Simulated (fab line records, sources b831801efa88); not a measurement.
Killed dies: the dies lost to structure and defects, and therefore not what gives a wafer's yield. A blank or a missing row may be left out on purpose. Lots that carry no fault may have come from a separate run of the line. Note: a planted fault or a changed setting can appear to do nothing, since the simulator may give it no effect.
fab line records / flow sky130
record lots=11 wafers=33 last_day=51
route steps=708 shown METAL3@568 VIA4@639 METAL5@666
lots with no fault: from the same line, run without faults
start_h: hours from the record's opening day to when the first of the lot's shown wafers began / wait_h: hours since the lot's step before / " repeats the value in the row above / L1.1+2: a single row standing in for several wafers / - no value present, or no start provided / * or withheld: withheld / < > ~ a bound
route shown NAME@n: names a module that has steps shown in the file, with the first one's number in the route / usual: mean/standard deviation taken from wafers without a fault / same: alike in all rows / chamber/n: place in a boat / sites: each site's reading / _std_site: the values' standard deviation / _edge_site: mean of outer sites minus mean of inner sites / radius_mm: for every site, how far away it sits from the centre of the wafer / mask NAME#n: copy n / behind: tool/chamber where the wafer was last shaped / hold: why the lot was held/for how many hours/how that ended / device: transistor that didn't switch, given as n, p or np / end of line: the same wafers' tests at the end of the route / a step given without rows: its recipe and nothing more / killed: the dies lost at the first sort to structure and to defects; this is not the yield of the wafer / map: a wafer's dies, x killed, . not, _ none there
set.NAME: the run value of the setting; set.NAME@STEP: its run value at that earlier step / model.NAME: the simulator's own value behind a step, which no gauge read
the route's steps for a sample of lots (tables are steps, rows are wafers)
services: from which hour (start_h, from the record's first day; less than 0 if before it) a tool's chamber was out of use, for how many hours, and why
## steps
# step SKY_METAL3_METAL_ETCH_18
# recipe target_depth_a=8450 stop_on=SiO2 over_etch_frac=0.3 time_s=183.1 chemistry=Cl2/BCl3 resist_sidewall_deg=88 pressure_mtorr=10 icp_w=900 bias_w=48.5 Cl2_flow_sccm=60 bcl3_flow_sccm=30
# usual drypump_motor_current_A=5.8/0.33 oes_product_au=0.865/0.0056 rf_fwd_power_W=896.4/2.7 throttle_valve_pct=22.265/0.0095
lot.wafer=L865.2 tool=rie_metal-03 chamber=1 start_h=893.42 wait_h=0.0 drypump_motor_current_A=5.9 oes_product_au=0.869 rf_fwd_power_W=894.7 rf_hours_counter_h=13 throttle_valve_pct=22.271
lot.wafer=L865.3 tool=rie_metal-03 chamber=0 start_h=893.42 wait_h=0.0 drypump_motor_current_A=6.2 oes_product_au=0.858 rf_fwd_power_W=901.2 rf_hours_counter_h=- throttle_valve_pct=22.262
lot.wafer=L865.6 tool=rie_metal-03 chamber=1 start_h=893.42 wait_h=0.0 drypump_motor_current_A=6.0 oes_product_au=0.849 rf_fwd_power_W=898.8 rf_hours_counter_h=- throttle_valve_pct=22.249
lot.wafer=L866.4 tool=rie_metal-03 chamber=0 start_h=912.63 wait_h=0.1 drypump_motor_current_A=6.3 oes_product_au=0.864 rf_fwd_power_W=895.1 rf_hours_counter_h=- throttle_valve_pct=22.276
lot.wafer=L866.5 tool=rie_metal-03 chamber=0 start_h=912.63 wait_h=0.1 drypump_motor_current_A=6.3 oes_product_au=0.867 rf_fwd_power_W=898.9 rf_hours_counter_h=- throttle_valve_pct=22.276
lot.wafer=L866.6 tool=rie_metal-03 chamber=1 start_h=912.63 wait_h=0.1 drypump_motor_current_A=5.9 oes_product_au=0.874 rf_fwd_power_W=895.6 rf_hours_counter_h=- throttle_valve_pct=22.273
lot.wafer=L868.4 tool=rie_metal-04 chamber=1 start_h=927.22 wait_h=0.2 drypump_motor_current_A=5.4 oes_product_au=0.857 rf_fwd_power_W=896.7 rf_hours_counter_h=- throttle_valve_pct=22.278
lot.wafer=L868.5 tool=rie_metal-04 chamber=1 start_h=927.22 wait_h=0.2 drypump_motor_current_A=5.4 oes_product_au=0.863 rf_fwd_power_W=899.7 rf_hours_counter_h=- throttle_valve_pct=22.242
lot.wafer=L868.6 tool=rie_metal-04 chamber=1 start_h=927.22 wait_h=0.2 drypump_motor_current_A=5.4 oes_product_au=0.865 rf_fwd_power_W=899.0 rf_hours_counter_h=- throttle_valve_pct=22.275
lot.wafer=L869.3 tool=rie_metal-01 chamber=0 start_h=952.30 wait_h=0.1 drypump_motor_current_A=6.0 oes_product_au=0.873 rf_fwd_power_W=894.1 rf_hours_counter_h=- throttle_valve_pct=22.263
lot.wafer=L869.4 tool=rie_metal-01 chamber=1 start_h=952.30 wait_h=0.1 drypump_motor_current_A=5.5 oes_product_au=0.863 rf_fwd_power_W=892.9 rf_hours_counter_h=- throttle_valve_pct=22.260
lot.wafer=L869.6 tool=rie_metal-01 chamber=0 start_h=952.30 wait_h=0.1 drypump_motor_current_A=6.0 oes_product_au=0.870 rf_fwd_power_W=898.2 rf_hours_counter_h=- throttle_valve_pct=22.252
lot.wafer=L872.3 tool=rie_metal-04 chamber=0 start_h=957.13 wait_h=0.1 drypump_motor_current_A=5.4 oes_product_au=0.856 rf_fwd_power_W=899.7 rf_hours_counter_h=- throttle_valve_pct=22.261
lot.wafer=L872.5 tool=rie_metal-04 chamber=1 start_h=957.13 wait_h=0.1 drypump_motor_current_A=5.3 oes_product_au=0.861 rf_fwd_power_W=896.0 rf_hours_counter_h=- throttle_valve_pct=22.268
lot.wafer=L872.6 tool=rie_metal-04 chamber=0 start_h=957.13 wait_h=0.1 drypump_motor_current_A=5.4 oes_product_au=0.861 rf_fwd_power_W=898.1 rf_hours_counter_h=- throttle_valve_pct=22.269
lot.wafer=L873.3 tool=rie_metal-03 chamber=1 start_h=961.08 wait_h=0.1 drypump_motor_current_A=6.0 oes_product_au=0.870 rf_fwd_power_W=896.1 rf_hours_counter_h=- throttle_valve_pct=22.261
lot.wafer=L873.5 tool=rie_metal-03 chamber=0 start_h=961.08 wait_h=0.1 drypump_motor_current_A=6.2 oes_product_au=0.864 rf_fwd_power_W=898.8 rf_hours_counter_h=- throttle_valve_pct=22.269
lot.wafer=L873.6 tool=rie_metal-03 chamber=1 start_h=961.08 wait_h=0.1 drypump_motor_current_A=6.0 oes_product_au=0.867 rf_fwd_power_W=895.4 rf_hours_counter_h=- throttle_valve_pct=22.265
lot.wafer=L877.1 tool=rie_metal-01 chamber=0 start_h=989.79 wait_h=0.0 drypump_motor_current_A=6.0 oes_product_au=0.865 rf_fwd_power_W=898.9 rf_hours_counter_h=21 throttle_valve_pct=22.257
lot.wafer=L877.3 tool=rie_metal-01 chamber=1 start_h=989.79 wait_h=0.0 drypump_motor_current_A=5.5 oes_product_au=0.866 rf_fwd_power_W=897.1 rf_hours_counter_h=- throttle_valve_pct=22.262
lot.wafer=L877.6 tool=rie_metal-01 chamber=0 start_h=989.79 wait_h=0.0 drypump_motor_current_A=5.9 oes_product_au=0.862 rf_fwd_power_W=895.4 rf_hours_counter_h=- throttle_valve_pct=22.270
lot.wafer=L879.2 tool=rie_metal-01 chamber=0 start_h=1001.59 wait_h=0.0 drypump_motor_current_A=6.0 oes_product_au=0.862 rf_fwd_power_W=900.6 rf_hours_counter_h=22 throttle_valve_pct=22.259
lot.wafer=L879.3 tool=rie_metal-01 chamber=1 start_h=1001.59 wait_h=0.0 drypump_motor_current_A=5.5 oes_product_au=0.867 rf_fwd_power_W=897.4 rf_hours_counter_h=- throttle_valve_pct=22.253
lot.wafer=L879.6 tool=rie_metal-01 chamber=1 start_h=1001.59 wait_h=0.0 drypump_motor_current_A=5.5 oes_product_au=0.858 rf_fwd_power_W=896.3 rf_hours_counter_h=- throttle_valve_pct=22.256
lot.wafer=L884.2 tool=rie_metal-03 chamber=1 start_h=1034.60 wait_h=0.0 drypump_motor_current_A=5.9 oes_product_au=0.874 rf_fwd_power_W=895.8 rf_hours_counter_h=20 throttle_valve_pct=22.267
lot.wafer=L884.3 tool=rie_metal-03 chamber=0 start_h=1034.60 wait_h=0.0 drypump_motor_current_A=6.2 oes_product_au=0.865 rf_fwd_power_W=898.2 rf_hours_counter_h=- throttle_valve_pct=22.257
lot.wafer=L884.6 tool=rie_metal-03 chamber=0 start_h=1034.60 wait_h=0.0 drypump_motor_current_A=6.2 oes_product_au=0.866 rf_fwd_power_W=893.9 rf_hours_counter_h=- throttle_valve_pct=22.268
lot.wafer=L888.1 tool=rie_metal-04 chamber=1 start_h=1069.39 wait_h=0.0 drypump_motor_current_A=5.4 oes_product_au=0.861 rf_fwd_power_W=892.7 rf_hours_counter_h=17 throttle_valve_pct=22.260
lot.wafer=L888.4 tool=rie_metal-04 chamber=1 start_h=1069.39 wait_h=0.0 drypump_motor_current_A=5.4 oes_product_au=0.869 rf_fwd_power_W=899.3 rf_hours_counter_h=- throttle_valve_pct=22.259
lot.wafer=L888.5 tool=rie_metal-04 chamber=1 start_h=1069.39 wait_h=0.0 drypump_motor_current_A=5.3 oes_product_au=0.865 rf_fwd_power_W=898.7 rf_hours_counter_h=- throttle_valve_pct=22.270
lot.wafer=L887.1 tool=rie_metal-03 chamber=0 start_h=1092.64 wait_h=0.0 drypump_motor_current_A=6.2 oes_product_au=0.867 rf_fwd_power_W=897.2 rf_hours_counter_h=15 throttle_valve_pct=22.262
lot.wafer=L887.2 tool=rie_metal-03 chamber=1 start_h=1092.64 wait_h=0.0 drypump_motor_current_A=5.9 oes_product_au=0.861 rf_fwd_power_W=898.5 rf_hours_counter_h=24 throttle_valve_pct=22.272
lot.wafer=L887.6 tool=rie_metal-03 chamber=1 start_h=1092.64 wait_h=0.0 drypump_motor_current_A=5.9 oes_product_au=0.866 rf_fwd_power_W=895.5 rf_hours_counter_h=- throttle_valve_pct=22.267
# step SKY_VIA4_HDPCVD_00
# recipe material=SiO2 target_thk_nm=1750 sigma_open_frac=0.3 time_s=291.7 temp_c=400 sih4_flow_sccm=60 pressure_mtorr=6
# usual run_length_s=319.6/0.63
lot.wafer=L865.2 tool=hdpcvd-02 chamber=2 start_h=972.51 wait_h=0.0 run_length_s=319.2
lot.wafer=L865.3 tool=hdpcvd-02 chamber=1 start_h=972.51 wait_h=0.0 run_length_s=319.2
lot.wafer=L865.6 tool=hdpcvd-02 chamber=0 start_h=972.51 wait_h=0.0 run_length_s=319.6
lot.wafer=L866.4 tool=hdpcvd-01 chamber=0 start_h=990.07 wait_h=0.1 run_length_s=320.6
lot.wafer=L866.5 tool=hdpcvd-01 chamber=2 start_h=990.07 wait_h=0.1 run_length_s=320.3
lot.wafer=L866.6 tool=hdpcvd-01 chamber=1 start_h=990.07 wait_h=0.1 run_length_s=318.3
lot.wafer=L868.4 tool=hdpcvd-02 chamber=1 start_h=1003.93 wait_h=0.1 run_length_s=319.2
lot.wafer=L868.5 tool=hdpcvd-02 chamber=2 start_h=1003.93 wait_h=0.1 run_length_s=319.5
lot.wafer=L868.6 tool=hdpcvd-02 chamber=0 start_h=1003.93 wait_h=0.1 run_length_s=320.3
lot.wafer=L869.3 tool=hdpcvd-01 chamber=2 start_h=1028.16 wait_h=0.1 run_length_s=320.4
lot.wafer=L869.4 tool=hdpcvd-01 chamber=1 start_h=1028.16 wait_h=0.1 run_length_s=318.5
lot.wafer=L869.6 tool=hdpcvd-01 chamber=1 start_h=1028.16 wait_h=0.1 run_length_s=319.0
lot.wafer=L872.3 tool=hdpcvd-02 chamber=0 start_h=1032.44 wait_h=0.0 run_length_s=384.0
lot.wafer=L872.5 tool=hdpcvd-02 chamber=0 start_h=1032.44 wait_h=0.0 run_length_s=384.3
lot.wafer=L872.6 tool=hdpcvd-02 chamber=1 start_h=1032.44 wait_h=0.0 run_length_s=383.7
lot.wafer=L873.3 tool=hdpcvd-01 chamber=2 start_h=1036.46 wait_h=0.1 run_length_s=319.8
lot.wafer=L873.5 tool=hdpcvd-01 chamber=2 start_h=1036.46 wait_h=0.1 run_length_s=320.7
lot.wafer=L873.6 tool=hdpcvd-01 chamber=1 start_h=1036.46 wait_h=0.1 run_length_s=318.6
lot.wafer=L877.1 tool=hdpcvd-02 chamber=1 start_h=1062.64 wait_h=0.0 run_length_s=384.0
lot.wafer=L877.3 tool=hdpcvd-02 chamber=2 start_h=1062.64 wait_h=0.0 run_length_s=383.5
lot.wafer=L877.6 tool=hdpcvd-02 chamber=2 start_h=1062.64 wait_h=0.0 run_length_s=383.9
lot.wafer=L879.2 tool=hdpcvd-01 chamber=2 start_h=1072.95 wait_h=0.0 run_length_s=320.5
lot.wafer=L879.3 tool=hdpcvd-01 chamber=0 start_h=1072.95 wait_h=0.0 run_length_s=320.0
lot.wafer=L879.6 tool=hdpcvd-01 chamber=0 start_h=1072.95 wait_h=0.0 run_length_s=320.5
lot.wafer=L884.2 tool=hdpcvd-01 chamber=1 start_h=1098.78 wait_h=0.0 run_length_s=318.4
lot.wafer=L884.3 tool=hdpcvd-01 chamber=2 start_h=1098.78 wait_h=0.0 run_length_s=320.6
lot.wafer=L884.6 tool=hdpcvd-01 chamber=0 start_h=1098.78 wait_h=0.0 run_length_s=320.2
lot.wafer=L888.1 tool=hdpcvd-02 chamber=0 start_h=1136.66 wait_h=0.0 run_length_s=319.7
lot.wafer=L888.4 tool=hdpcvd-02 chamber=1 start_h=1136.66 wait_h=0.0 run_length_s=319.4
lot.wafer=L888.5 tool=hdpcvd-02 chamber=0 start_h=1136.66 wait_h=0.0 run_length_s=320.1
lot.wafer=L887.1 tool=hdpcvd-01 chamber=2 start_h=1157.51 wait_h=0.0 run_length_s=320.0
lot.wafer=L887.2 tool=hdpcvd-01 chamber=1 start_h=1157.51 wait_h=0.0 run_length_s=318.3
lot.wafer=L887.6 tool=hdpcvd-01 chamber=1 start_h=1157.51 wait_h=0.0 run_length_s=318.4
# step SKY_VIA4_THK_MEAS_01
# recipe reads=SiO2_of_VIA4_HDPCVD_00
# usual VIA4_HDPCVD_THK=1753/17
lot.wafer=L865.2 tool=film_metro-04 chamber=- start_h=972.70 wait_h=0.1 VIA4_HDPCVD_THK[nm]=1716
lot.wafer=L865.3 tool=film_metro-04 chamber=- start_h=972.70 wait_h=0.1 VIA4_HDPCVD_THK[nm]=1725
lot.wafer=L865.6 tool=film_metro-04 chamber=- start_h=972.70 wait_h=0.1 VIA4_HDPCVD_THK[nm]=1703
lot.wafer=L866.4 tool=film_metro-03 chamber=- start_h=990.19 wait_h=0.0 VIA4_HDPCVD_THK[nm]=1747
lot.wafer=L866.5 tool=film_metro-03 chamber=- start_h=990.19 wait_h=0.0 VIA4_HDPCVD_THK[nm]=1749
lot.wafer=L866.6 tool=film_metro-03 chamber=- start_h=990.19 wait_h=0.0 VIA4_HDPCVD_THK[nm]=1745
lot.wafer=L868.4 tool=film_metro-04 chamber=- start_h=1004.05 wait_h=0.0 VIA4_HDPCVD_THK[nm]=1786
lot.wafer=L868.5 tool=film_metro-04 chamber=- start_h=1004.05 wait_h=0.0 VIA4_HDPCVD_THK[nm]=1786
lot.wafer=L868.6 tool=film_metro-04 chamber=- start_h=1004.05 wait_h=0.0 VIA4_HDPCVD_THK[nm]=1759
lot.wafer=L869.3 tool=film_metro-03 chamber=- start_h=1028.36 wait_h=0.1 VIA4_HDPCVD_THK[nm]=1761
lot.wafer=L869.4 tool=film_metro-03 chamber=- start_h=1028.36 wait_h=0.1 VIA4_HDPCVD_THK[nm]=1751
lot.wafer=L869.6 tool=film_metro-03 chamber=- start_h=1028.36 wait_h=0.1 VIA4_HDPCVD_THK[nm]=1735
lot.wafer=L872.3 tool=film_metro-02 chamber=- start_h=1032.64 wait_h=0.1 VIA4_HDPCVD_THK[nm]=2140
lot.wafer=L872.5 tool=film_metro-02 chamber=- start_h=1032.64 wait_h=0.1 VIA4_HDPCVD_THK[nm]=2157
lot.wafer=L872.6 tool=film_metro-02 chamber=- start_h=1032.64 wait_h=0.1 VIA4_HDPCVD_THK[nm]=2148
lot.wafer=L873.3 tool=film_metro-04 chamber=- start_h=1036.66 wait_h=0.1 VIA4_HDPCVD_THK[nm]=1754
lot.wafer=L873.5 tool=film_metro-04 chamber=- start_h=1036.66 wait_h=0.1 VIA4_HDPCVD_THK[nm]=1732
lot.wafer=L873.6 tool=film_metro-04 chamber=- start_h=1036.66 wait_h=0.1 VIA4_HDPCVD_THK[nm]=1754
lot.wafer=L877.1 tool=film_metro-02 chamber=- start_h=1062.82 wait_h=0.1 VIA4_HDPCVD_THK[nm]=2113
lot.wafer=L877.3 tool=film_metro-02 chamber=- start_h=1062.82 wait_h=0.1 VIA4_HDPCVD_THK[nm]=2113
lot.wafer=L877.6 tool=film_metro-02 chamber=- start_h=1062.82 wait_h=0.1 VIA4_HDPCVD_THK[nm]=2131
lot.wafer=L879.2 tool=film_metro-03 chamber=- start_h=1073.14 wait_h=0.1 VIA4_HDPCVD_THK[nm]=1733
lot.wafer=L879.3 tool=film_metro-03 chamber=- start_h=1073.14 wait_h=0.1 VIA4_HDPCVD_THK[nm]=1735
lot.wafer=L879.6 tool=film_metro-03 chamber=- start_h=1073.14 wait_h=0.1 VIA4_HDPCVD_THK[nm]=1756
lot.wafer=L884.2 tool=film_metro-04 chamber=- start_h=1098.97 wait_h=0.1 VIA4_HDPCVD_THK[nm]=1734
lot.wafer=L884.3 tool=film_metro-04 chamber=- start_h=1098.97 wait_h=0.1 VIA4_HDPCVD_THK[nm]=1749
lot.wafer=L884.6 tool=film_metro-04 chamber=- start_h=1098.97 wait_h=0.1 VIA4_HDPCVD_THK[nm]=1755
lot.wafer=L888.1 tool=film_metro-03 chamber=- start_h=1136.84 wait_h=0.1 VIA4_HDPCVD_THK[nm]=1759
lot.wafer=L888.4 tool=film_metro-03 chamber=- start_h=1136.84 wait_h=0.1 VIA4_HDPCVD_THK[nm]=1783
lot.wafer=L888.5 tool=film_metro-03 chamber=- start_h=1136.84 wait_h=0.1 VIA4_HDPCVD_THK[nm]=1745
lot.wafer=L887.1 tool=film_metro-04 chamber=- start_h=1157.69 wait_h=0.1 VIA4_HDPCVD_THK[nm]=1748
lot.wafer=L887.2 tool=film_metro-04 chamber=- start_h=1157.69 wait_h=0.1 VIA4_HDPCVD_THK[nm]=1743
lot.wafer=L887.6 tool=film_metro-04 chamber=- start_h=1157.69 wait_h=0.1 VIA4_HDPCVD_THK[nm]=1742
# step SKY_VIA4_SPUTTER_17
# recipe material=TiN target_thk_nm=20 chamber_pressure_pa=5 power_w=4000 time_s=80
# usual throttle_valve_pct=30.5/1.2
lot.wafer=L865.2 tool=pvd_sputter-03 chamber=- start_h=997.08 wait_h=0.0 throttle_valve_pct=31.7
lot.wafer=L865.3 tool=pvd_sputter-03 chamber=- start_h=997.08 wait_h=0.0 throttle_valve_pct=31.0
lot.wafer=L865.6 tool=pvd_sputter-03 chamber=- start_h=997.08 wait_h=0.0 throttle_valve_pct=29.8
lot.wafer=L866.4 tool=pvd_sputter-03 chamber=- start_h=1013.91 wait_h=0.0 throttle_valve_pct=31.3
lot.wafer=L866.5 tool=pvd_sputter-03 chamber=- start_h=1013.91 wait_h=0.0 throttle_valve_pct=33.0
lot.wafer=L866.6 tool=pvd_sputter-03 chamber=- start_h=1013.91 wait_h=0.0 throttle_valve_pct=29.6
lot.wafer=L868.4 tool=pvd_sputter-01 chamber=- start_h=1027.61 wait_h=0.0 throttle_valve_pct=30.3
lot.wafer=L868.5 tool=pvd_sputter-01 chamber=- start_h=1027.61 wait_h=0.0 throttle_valve_pct=30.0
lot.wafer=L868.6 tool=pvd_sputter-01 chamber=- start_h=1027.61 wait_h=0.0 throttle_valve_pct=29.3
lot.wafer=L869.3 tool=pvd_sputter-02 chamber=- start_h=1051.87 wait_h=0.0 throttle_valve_pct=28.0
lot.wafer=L869.4 tool=pvd_sputter-02 chamber=- start_h=1051.87 wait_h=0.0 throttle_valve_pct=30.1
lot.wafer=L869.6 tool=pvd_sputter-02 chamber=- start_h=1051.87 wait_h=0.0 throttle_valve_pct=28.0
lot.wafer=L872.3 tool=pvd_sputter-03 chamber=- start_h=1056.54 wait_h=0.0 throttle_valve_pct=31.7
lot.wafer=L872.5 tool=pvd_sputter-03 chamber=- start_h=1056.54 wait_h=0.0 throttle_valve_pct=31.5
lot.wafer=L872.6 tool=pvd_sputter-03 chamber=- start_h=1056.54 wait_h=0.0 throttle_valve_pct=32.8
lot.wafer=L873.3 tool=pvd_sputter-01 chamber=- start_h=1059.89 wait_h=0.0 throttle_valve_pct=30.3
lot.wafer=L873.5 tool=pvd_sputter-01 chamber=- start_h=1059.89 wait_h=0.0 throttle_valve_pct=29.6
lot.wafer=L873.6 tool=pvd_sputter-01 chamber=- start_h=1059.89 wait_h=0.0 throttle_valve_pct=30.1
lot.wafer=L877.1 tool=pvd_sputter-02 chamber=- start_h=1084.45 wait_h=0.0 throttle_valve_pct=31.1
lot.wafer=L877.3 tool=pvd_sputter-02 chamber=- start_h=1084.45 wait_h=0.0 throttle_valve_pct=30.2
lot.wafer=L877.6 tool=pvd_sputter-02 chamber=- start_h=1084.45 wait_h=0.0 throttle_valve_pct=30.0
lot.wafer=L879.2 tool=pvd_sputter-01 chamber=- start_h=1094.34 wait_h=0.0 throttle_valve_pct=30.3
lot.wafer=L879.3 tool=pvd_sputter-01 chamber=- start_h=1094.34 wait_h=0.0 throttle_valve_pct=29.8
lot.wafer=L879.6 tool=pvd_sputter-01 chamber=- start_h=1094.34 wait_h=0.0 throttle_valve_pct=30.4
lot.wafer=L884.2 tool=pvd_sputter-01 chamber=- start_h=1124.00 wait_h=0.0 throttle_valve_pct=30.1
lot.wafer=L884.3 tool=pvd_sputter-01 chamber=- start_h=1124.00 wait_h=0.0 throttle_valve_pct=29.9
lot.wafer=L884.6 tool=pvd_sputter-01 chamber=- start_h=1124.00 wait_h=0.0 throttle_valve_pct=30.4
lot.wafer=L888.1 tool=pvd_sputter-02 chamber=- start_h=1156.48 wait_h=0.0 throttle_valve_pct=31.9
lot.wafer=L888.4 tool=pvd_sputter-02 chamber=- start_h=1156.48 wait_h=0.0 throttle_valve_pct=31.6
lot.wafer=L888.5 tool=pvd_sputter-02 chamber=- start_h=1156.48 wait_h=0.0 throttle_valve_pct=30.2
lot.wafer=L887.1 tool=pvd_sputter-03 chamber=- start_h=1176.14 wait_h=0.0 throttle_valve_pct=33.2
lot.wafer=L887.2 tool=pvd_sputter-03 chamber=- start_h=1176.14 wait_h=0.0 throttle_valve_pct=31.6
lot.wafer=L887.6 tool=pvd_sputter-03 chamber=- start_h=1176.14 wait_h=0.0 throttle_valve_pct=30.8
# step SKY_METAL5_RS_MEAS_05
# recipe thk_meas_gauge=four-point-probe reads=TiN_of_METAL5_SPUTTER_04+Ti_of_METAL5_SPUTTER_03+AlCu_of_METAL5_SPUTTER_02+TiN_of_METAL5_SPUTTER_01+Ti_of_METAL5_SPUTTER_00
# usual METAL5_ALCU_RS=0.0271/0.00021
lot.wafer=L865.2 tool=film_metro-04 chamber=- start_h=997.96 wait_h=0.0 METAL5_ALCU_RS[ohm/sq]=0.02751
lot.wafer=L865.3 tool=film_metro-04 chamber=- start_h=997.96 wait_h=0.0 METAL5_ALCU_RS[ohm/sq]=0.02731
lot.wafer=L865.6 tool=film_metro-04 chamber=- start_h=997.96 wait_h=0.0 METAL5_ALCU_RS[ohm/sq]=0.02722
lot.wafer=L866.4 tool=film_metro-04 chamber=- start_h=1014.83 wait_h=0.1 METAL5_ALCU_RS[ohm/sq]=0.02721
lot.wafer=L866.5 tool=film_metro-04 chamber=- start_h=1014.83 wait_h=0.1 METAL5_ALCU_RS[ohm/sq]=0.0272
lot.wafer=L866.6 tool=film_metro-04 chamber=- start_h=1014.83 wait_h=0.1 METAL5_ALCU_RS[ohm/sq]=0.02706
lot.wafer=L868.4 tool=film_metro-01 chamber=- start_h=1028.54 wait_h=0.1 METAL5_ALCU_RS[ohm/sq]=0.02719
lot.wafer=L868.5 tool=film_metro-01 chamber=- start_h=1028.54 wait_h=0.1 METAL5_ALCU_RS[ohm/sq]=0.02668
lot.wafer=L868.6 tool=film_metro-01 chamber=- start_h=1028.54 wait_h=0.1 METAL5_ALCU_RS[ohm/sq]=0.02729
lot.wafer=L869.3 tool=film_metro-03 chamber=- start_h=1052.77 wait_h=0.1 METAL5_ALCU_RS[ohm/sq]=0.02712
lot.wafer=L869.4 tool=film_metro-03 chamber=- start_h=1052.77 wait_h=0.1 METAL5_ALCU_RS[ohm/sq]=0.02702
lot.wafer=L869.6 tool=film_metro-03 chamber=- start_h=1052.77 wait_h=0.1 METAL5_ALCU_RS[ohm/sq]=0.02703
lot.wafer=L872.3 tool=film_metro-03 chamber=- start_h=1057.66 wait_h=0.1 METAL5_ALCU_RS[ohm/sq]=0.02718
lot.wafer=L872.5 tool=film_metro-03 chamber=- start_h=1057.66 wait_h=0.1 METAL5_ALCU_RS[ohm/sq]=0.02709
lot.wafer=L872.6 tool=film_metro-03 chamber=- start_h=1057.66 wait_h=0.1 METAL5_ALCU_RS[ohm/sq]=0.027
lot.wafer=L873.3 tool=film_metro-04 chamber=- start_h=1060.79 wait_h=0.1 METAL5_ALCU_RS[ohm/sq]=0.02705
lot.wafer=L873.5 tool=film_metro-04 chamber=- start_h=1060.79 wait_h=0.1 METAL5_ALCU_RS[ohm/sq]=0.02713
lot.wafer=L873.6 tool=film_metro-04 chamber=- start_h=1060.79 wait_h=0.1 METAL5_ALCU_RS[ohm/sq]=0.02705
lot.wafer=L877.1 tool=film_metro-03 chamber=- start_h=1094.16 wait_h=0.0 METAL5_ALCU_RS[ohm/sq]=0.02709
lot.wafer=L877.3 tool=film_metro-03 chamber=- start_h=1094.16 wait_h=0.0 METAL5_ALCU_RS[ohm/sq]=0.02684
lot.wafer=L877.6 tool=film_metro-03 chamber=- start_h=1094.16 wait_h=0.0 METAL5_ALCU_RS[ohm/sq]=0.02665
lot.wafer=L879.2 tool=film_metro-03 chamber=- start_h=1099.58 wait_h=0.0 METAL5_ALCU_RS[ohm/sq]=0.02718
lot.wafer=L879.3 tool=film_metro-03 chamber=- start_h=1099.58 wait_h=0.0 METAL5_ALCU_RS[ohm/sq]=0.02718
lot.wafer=L879.6 tool=film_metro-03 chamber=- start_h=1099.58 wait_h=0.0 METAL5_ALCU_RS[ohm/sq]=0.0271
lot.wafer=L884.2 tool=film_metro-03 chamber=- start_h=1124.88 wait_h=0.0 METAL5_ALCU_RS[ohm/sq]=0.02664
lot.wafer=L884.3 tool=film_metro-03 chamber=- start_h=1124.88 wait_h=0.0 METAL5_ALCU_RS[ohm/sq]=0.02693
lot.wafer=L884.6 tool=film_metro-03 chamber=- start_h=1124.88 wait_h=0.0 METAL5_ALCU_RS[ohm/sq]=0.02669
lot.wafer=L888.1 tool=film_metro-03 chamber=- start_h=1157.62 wait_h=0.0 METAL5_ALCU_RS[ohm/sq]=0.02698
lot.wafer=L888.4 tool=film_metro-03 chamber=- start_h=1157.62 wait_h=0.0 METAL5_ALCU_RS[ohm/sq]=0.02703
lot.wafer=L888.5 tool=film_metro-03 chamber=- start_h=1157.62 wait_h=0.0 METAL5_ALCU_RS[ohm/sq]=0.02687
lot.wafer=L887.1 tool=film_metro-03 chamber=- start_h=1177.00 wait_h=0.0 METAL5_ALCU_RS[ohm/sq]=0.02734
lot.wafer=L887.2 tool=film_metro-03 chamber=- start_h=1177.00 wait_h=0.0 METAL5_ALCU_RS[ohm/sq]=0.02758
lot.wafer=L887.6 tool=film_metro-03 chamber=- start_h=1177.00 wait_h=0.0 METAL5_ALCU_RS[ohm/sq]=0.02743
## services
tool=pvd_sputter-03 chamber=- start_h=917.11 hours=9.1 kind=repair
tool=hdpcvd-02 chamber=- start_h=932.74 hours=5.5 kind=pm
tool=hdpcvd-01 chamber=- start_h=938.20 hours=2.8 kind=pm
tool=hdpcvd-01 chamber=2 start_h=942.25 hours=3.0 kind=repair
tool=hdpcvd-01 chamber=- start_h=943.08 hours=0.3 kind=repair
tool=hdpcvd-01 chamber=- start_h=943.11 hours=0.8 kind=repair
tool=hdpcvd-02 chamber=- start_h=949.07 hours=2.8 kind=pm
tool=hdpcvd-02 chamber=- start_h=951.82 hours=15.0 kind=pm
tool=rie_metal-03 chamber=- start_h=958.82 hours=1.4 kind=repair
tool=rie_metal-04 chamber=- start_h=997.16 hours=0.6 kind=repair
tool=rie_metal-04 chamber=- start_h=999.64 hours=3.3 kind=repair
tool=hdpcvd-01 chamber=0 start_h=1010.67 hours=45.3 kind=repair
tool=rie_metal-03 chamber=- start_h=1013.87 hours=2.8 kind=pm
tool=hdpcvd-02 chamber=0 start_h=1014.09 hours=12.3 kind=repair
tool=rie_metal-04 chamber=- start_h=1014.81 hours=4.3 kind=pm
tool=rie_metal-03 chamber=- start_h=1017.03 hours=0.9 kind=repair
tool=pvd_sputter-01 chamber=- start_h=1037.47 hours=0.7 kind=repair
tool=pvd_sputter-02 chamber=- start_h=1055.21 hours=8.0 kind=repair
tool=rie_metal-03 chamber=0 start_h=1056.01 hours=1.1 kind=repair
tool=rie_metal-01 chamber=0 start_h=1067.85 hours=6.4 kind=repair
tool=pvd_sputter-03 chamber=- start_h=1101.11 hours=1.1 kind=repair
tool=hdpcvd-01 chamber=- start_h=1115.22 hours=0.7 kind=repair
tool=rie_metal-03 chamber=0 start_h=1124.44 hours=27.9 kind=repair
tool=hdpcvd-01 chamber=- start_h=1132.63 hours=1.1 kind=repair
## key
first_sign step=SKY_VIA4_HDPCVD_00 reading=run_length_s direction=up sigmas=99+ usual=* struck=*
effect step=SKY_VIA4_THK_MEAS_01 reading=VIA4_HDPCVD_THK direction=up sigmas=23 usual=1753 struck=2134
met_at SKY_VIA4_HDPCVD_00
struck_lots L872,L877
not_acting_at SKY_METAL3_METAL_ETCH_18,SKY_VIA4_SPUTTER_17,SKY_METAL5_RS_MEAS_05
onset_between 1003.93 1032.44
fault kind=process_parameter_drift tool=hdpcvd-02 chamber=- onset_h=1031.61 steps=SKY_VIA4_HDPCVD_00 channel=time_s offset=* shape=step end_h=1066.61 acts_in=* stated=*
